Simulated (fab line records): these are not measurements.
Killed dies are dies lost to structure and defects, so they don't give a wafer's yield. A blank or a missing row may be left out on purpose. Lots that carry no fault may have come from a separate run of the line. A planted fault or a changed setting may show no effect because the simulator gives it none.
Which tool is to blame? -- flow sky130 -- 14 lots, 42 wafers sampled, at 7 steps of a route of 708

WHAT THE GAUGES SHOWED, per wafer
Not one reading of a measure or inspect step in the record can be checked against a usual standard deviation.

WHAT TOOL EACH LOT RAN ON (gives the tool, then ch and the chambers of the sampled wafers, and finally the start)
lot,SKY_METAL1_SPUTTER_00,SKY_METAL1_DESCUM_17,SKY_VIA1_CMP_02,SKY_VIA2_ETCH_14,SKY_VIA2_ETCH_15,SKY_VIA2_STRIP_16,SKY_METAL3_SPUTTER_00
L462,"pvd sputter-02, day 32 08:17","rie metal-04 ch 0,1, day 33 11:22","cmp-01 ch 2,3, day 33 12:19","rie diel-02 ch 0,1, day 36 23:04","rie diel-02 ch 0,1, day 36 23:07","plasma asher-03 ch 0,1, day 36 23:10","pvd sputter-02, day 37 00:33"
L463,"pvd sputter-03, day 32 19:02","rie metal-04 ch 0,1, day 33 22:18","cmp-01 ch 0,1, day 33 23:18","rie diel-03 ch 1,2, day 37 10:51","rie diel-03 ch 1,2, day 37 10:54","plasma asher-04 ch 0,1, day 37 10:59","pvd sputter-04, day 37 12:18"
L464,"pvd sputter-03, day 32 23:30","rie metal-04 ch 0,1, day 34 02:56","cmp-02 ch 1,2,3, day 34 03:59","rie diel-03 ch 1,2,3, day 37 14:27","rie diel-03 ch 1,2,3, day 37 14:30","plasma asher-04 ch 0,1, day 37 14:34","pvd sputter-03, day 37 15:55"
L465,"pvd sputter-03, day 33 02:40","rie metal-01 ch 1, day 34 05:36","cmp-02 ch 2,3, day 34 06:45","rie diel-02 ch 1,2, day 37 17:17","rie diel-02 ch 1,2, day 37 17:20","plasma asher-03 ch 0,1, day 37 17:23","pvd sputter-04, day 37 18:43"
L466,"pvd sputter-04, day 33 13:17","rie metal-04 ch 0,1, day 34 16:24","cmp-02 ch 0,1, day 34 17:25","rie diel-02 ch 2,3, day 38 01:57","rie diel-02 ch 2,3, day 38 02:00","plasma asher-04 ch 0,1, day 38 02:05","pvd sputter-02, day 38 03:20"
L468,"pvd sputter-04, day 34 04:31","rie metal-03 ch 0,1, day 35 07:53","cmp-01 ch 1,2,3, day 35 08:59","rie diel-02 ch 0,1,3, day 38 18:11","rie diel-02 ch 0,1,3, day 38 18:14","plasma asher-01 ch 0,1, day 38 18:17","pvd sputter-04, day 38 19:34"
L467,"pvd sputter-02, day 34 09:23","rie metal-03 ch 0,1, day 35 12:26","cmp-01 ch 1,2,3, day 35 13:25","rie diel-04 ch 0,1,2, day 38 22:28","rie diel-04 ch 0,1,2, day 38 22:31","plasma asher-03 ch 0,1, day 38 22:34","pvd sputter-03, day 38 23:50"
L469,"pvd sputter-02, day 34 10:17","rie metal-01 ch 0,1, day 35 13:22","cmp-02 ch 0,2,3, day 35 14:25","rie diel-02 ch 0,1,2, day 39 00:16","rie diel-02 ch 0,1,2, day 39 00:19","plasma asher-03 ch 0,1, day 39 00:22","pvd sputter-02, day 39 01:38"
L470,"pvd sputter-04, day 34 11:10","rie metal-03 ch 0, day 35 14:11","cmp-02 ch 0,2, day 35 15:11","rie diel-03 ch 0,1,3, day 39 00:58","rie diel-03 ch 0,1,3, day 39 01:01","plasma asher-04 ch 0,1, day 39 01:04","pvd sputter-04, day 39 02:32"
L472,"pvd sputter-04, day 35 22:56","rie metal-03 ch 0,1, day 37 01:56","cmp-02 ch 0,1, day 37 02:59","rie diel-03 ch 1,2, day 40 09:09","rie diel-03 ch 1,2, day 40 09:12","plasma asher-03 ch 0,1, day 40 09:16","pvd sputter-04, day 40 10:32"
L479,"pvd sputter-02, day 37 06:41","rie metal-03 ch 0,1, day 38 06:55","cmp-02 ch 0,1,3, day 38 07:55","rie diel-02 ch 0,2,3, day 41 13:38","rie diel-02 ch 0,2,3, day 41 13:41","plasma asher-03 ch 0,1, day 41 13:44","pvd sputter-04, day 41 15:00"
L482,"pvd sputter-04, day 38 02:01","rie metal-03 ch 0,1, day 39 03:23","cmp-01 ch 1,2,3, day 39 04:19","rie diel-02 ch 0,2,3, day 42 07:58","rie diel-02 ch 0,2,3, day 42 08:01","plasma asher-03 ch 0,1, day 42 08:07","pvd sputter-03, day 42 09:20"
L483,"pvd sputter-02, day 38 06:27","rie metal-03 ch 0,1, day 39 07:28","cmp-01 ch 1,2,3, day 39 08:33","rie diel-03 ch 1,2,3, day 42 11:49","rie diel-03 ch 1,2,3, day 42 11:52","plasma asher-01 ch 0,1, day 42 11:55","pvd sputter-02, day 42 13:11"
L484,"pvd sputter-03, day 38 08:55","rie metal-04 ch 0,1, day 39 11:07","cmp-01 ch 0,1,2, day 39 12:04","rie diel-03 ch 1,2,3, day 42 15:42","rie diel-03 ch 1,2,3, day 42 15:45","plasma asher-04 ch 0,1, day 42 15:49","pvd sputter-04, day 42 17:04"
- SKY_METAL1_SPUTTER_00: material Ti, target thk 15 nm, time 10 s.
- SKY_METAL1_DESCUM_17: chemistry O2, time 8 s.
- SKY_VIA1_CMP_02: polishes SiO2.
- SKY_VIA2_ETCH_14: etches BARC in N2/H2, stops on SiO2, time 45.9 s, target depth 60 nm.
- SKY_VIA2_ETCH_15: etches SiO2 in C4F8/O2/Ar, stops on TiN, target depth 546 nm, time 84 s.
- SKY_VIA2_STRIP_16: strips in O2/N2.
- SKY_METAL3_SPUTTER_00: material Ti, target thk 15 nm, time 10 s.

WHAT THE TOOLS THEMSELVES READ (means of the sampled wafers that have a number; where no wafer has one, the mark that the record gives instead)
SKY_METAL1_SPUTTER_00.
lot,tool,throttle valve pct (%)
L462,pvd sputter-02,29.9
L463,pvd sputter-03,28.6
L464,pvd sputter-03,29.3
L465,pvd sputter-03,28.7
L466,pvd sputter-04,29.9
L468,pvd sputter-04,30.1
L467,pvd sputter-02,29.5
L469,pvd sputter-02,29.9
L470,pvd sputter-04,30.0
L472,pvd sputter-04,29.9
L479,pvd sputter-02,29.5
L482,pvd sputter-04,30.5
L483,pvd sputter-02,30.2
L484,pvd sputter-03,29.3

SKY_METAL1_DESCUM_17.
lot,tool,drypump motor current A (A),oes product au (a.u.)
L462,rie metal-04,5.8,1.003
L463,rie metal-04,5.8,1.001
L464,rie metal-04,5.8,1.014
L465,rie metal-01,6.6,0.992
L466,rie metal-04,5.7,1.006
L468,rie metal-03,5.4,1.007
L467,rie metal-03,5.4,1.002
L469,rie metal-01,6.2,1.016
L470,rie metal-03,5.5,1.012
L472,rie metal-03,5.2,1.010
L479,rie metal-03,5.2,1.004
L482,rie metal-03,5.3,1.004
L483,rie metal-03,5.3,1.013
L484,rie metal-04,5.8,1.000

SKY_VIA1_CMP_02.
lot,tool,edge zone pressure frac,motor current A (A)
L462,cmp-01,0.998,12.1
L463,cmp-01,1.000,11.5
L464,cmp-02,1.004,11.3
L465,cmp-02,0.997,10.1
L466,cmp-02,0.999,13.8
L468,cmp-01,0.997,11.8
L467,cmp-01,1.002,11.8
L469,cmp-02,0.997,11.3
L470,cmp-02,1.000,11.0
L472,cmp-02,0.999,13.0
L479,cmp-02,1.003,12.8
L482,cmp-01,0.999,11.6
L483,cmp-01,0.998,12.1
L484,cmp-01,0.998,11.4

SKY_VIA2_ETCH_14.
lot,tool,bias w (W),drypump motor current A (A),oes product au (a.u.),throttle valve pct (%)
L462,rie diel-02,99.54,5.4,0.852,13.227
L463,rie diel-03,99.96,5.8,0.850,13.218
L464,rie diel-03,100.05,6.0,0.850,13.223
L465,rie diel-02,100.06,5.0,0.854,13.217
L466,rie diel-02,100.11,5.9,0.851,13.221
L468,rie diel-02,100.48,5.8,0.860,13.228
L467,rie diel-04,99.99,6.1,0.846,13.230
L469,rie diel-02,99.92,5.5,0.858,13.223
L470,rie diel-03,100.11,5.9,0.853,13.222
L472,rie diel-03,99.79,5.8,0.854,13.225
L479,rie diel-02,100.07,5.9,0.817,13.219
L482,rie diel-02,100.12,5.9,0.817,13.225
L483,rie diel-03,99.83,6.0,0.850,13.226
L484,rie diel-03,100.15,6.0,0.856,13.225

SKY_VIA2_ETCH_15.
lot,tool,bias w (W),oes product au (a.u.)
L462,rie diel-02,1201,0.941
L463,rie diel-03,1201,0.938
L464,rie diel-03,1200,0.941
L465,rie diel-02,1199,0.938
L466,rie diel-02,1200,0.935
L468,rie diel-02,1201,0.936
L467,rie diel-04,1200,0.936
L469,rie diel-02,1200,0.938
L470,rie diel-03,1202,0.941
L472,rie diel-03,1199,0.938
L479,rie diel-02,1195,0.759
L482,rie diel-02,1199,0.762
L483,rie diel-03,1200,0.943
L484,rie diel-03,1202,0.941

SKY_VIA2_STRIP_16.
lot,tool,drypump motor current A (A),oes product au (a.u.),strip time to endpoint s (s)
L462,plasma asher-03,5.82,0.400,4.01
L463,plasma asher-04,6.13,0.395,4.05
L464,plasma asher-04,6.17,0.394,4.01
L465,plasma asher-03,5.78,0.394,4.01
L466,plasma asher-04,5.96,0.395,4.02
L468,plasma asher-01,5.45,0.403,4.04
L467,plasma asher-03,5.80,0.402,4.02
L469,plasma asher-03,5.74,0.396,4.01
L470,plasma asher-04,5.98,0.398,4.08
L472,plasma asher-03,5.82,0.400,4.07
L479,plasma asher-03,5.78,0.394,4.08
L482,plasma asher-03,5.73,0.399,4.08
L483,plasma asher-01,5.46,0.400,4.07
L484,plasma asher-04,5.98,0.401,4.07

SKY_METAL3_SPUTTER_00.
lot,tool,throttle valve pct (%)
L462,pvd sputter-02,30.2
L463,pvd sputter-04,30.4
L464,pvd sputter-03,28.7
L465,pvd sputter-04,30.5
L466,pvd sputter-02,29.7
L468,pvd sputter-04,30.1
L467,pvd sputter-03,28.5
L469,pvd sputter-02,30.3
L470,pvd sputter-04,29.9
L472,pvd sputter-04,30.3
L479,pvd sputter-04,29.6
L482,pvd sputter-03,29.5
L483,pvd sputter-02,29.8
L484,pvd sputter-04,30.1

THE ANSWER, worked out from the rows above alone
Rule: the usual values come from the lots themselves. Put in order of their means at a reading, lots are off if they are a third of the lots or fewer, leave a main group of 4 or more, and stand apart from it by a gap of 3 or more times the standard deviation of the main group's means; of several such gaps the widest counts. Not used: any main group whose means are identical at the precision the tables above print for the reading. Also off: a lot with no number at a reading for which 4 or more lots have one. Any other lot the step has rows for is counted as sound. Order of review: gauges by route order, followed by the tools' own readings, for which a lot's mean as printed above is used. The first step at which some lot is off is used, and at that step the reading that is off furthest; a lot without a number counts as furthest.
Off at SKY_VIA2_ETCH_14 (oes product au): L479, L482. For the main group the mean is 0.853 a.u. and the standard deviation 0.0037.
If a tool, at that step or one of the process steps before it, ran each lot that is off and ran no sound lot following the first of them, it fits. One fits: SKY_VIA2_ETCH_14 on rie diel-02. Its last sound lot is L469 (day 39 00:16), its first lot that is off L479 (day 41 13:38): a fault that began between those two fits.
The tool's own readings at SKY_VIA2_ETCH_14 bear it out: on the lots that are off they differ by more than 5 times the standard deviation of the sound lots' means. oes product au reads 0.817 a.u. there against 0.853 a.u. on the sound lots.

WHAT HAD BEEN PUT IN BY THE SIMULATOR
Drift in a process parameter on rie diel-02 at SKY_VIA2_ETCH_14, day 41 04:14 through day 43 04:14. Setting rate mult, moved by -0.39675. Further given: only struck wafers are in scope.
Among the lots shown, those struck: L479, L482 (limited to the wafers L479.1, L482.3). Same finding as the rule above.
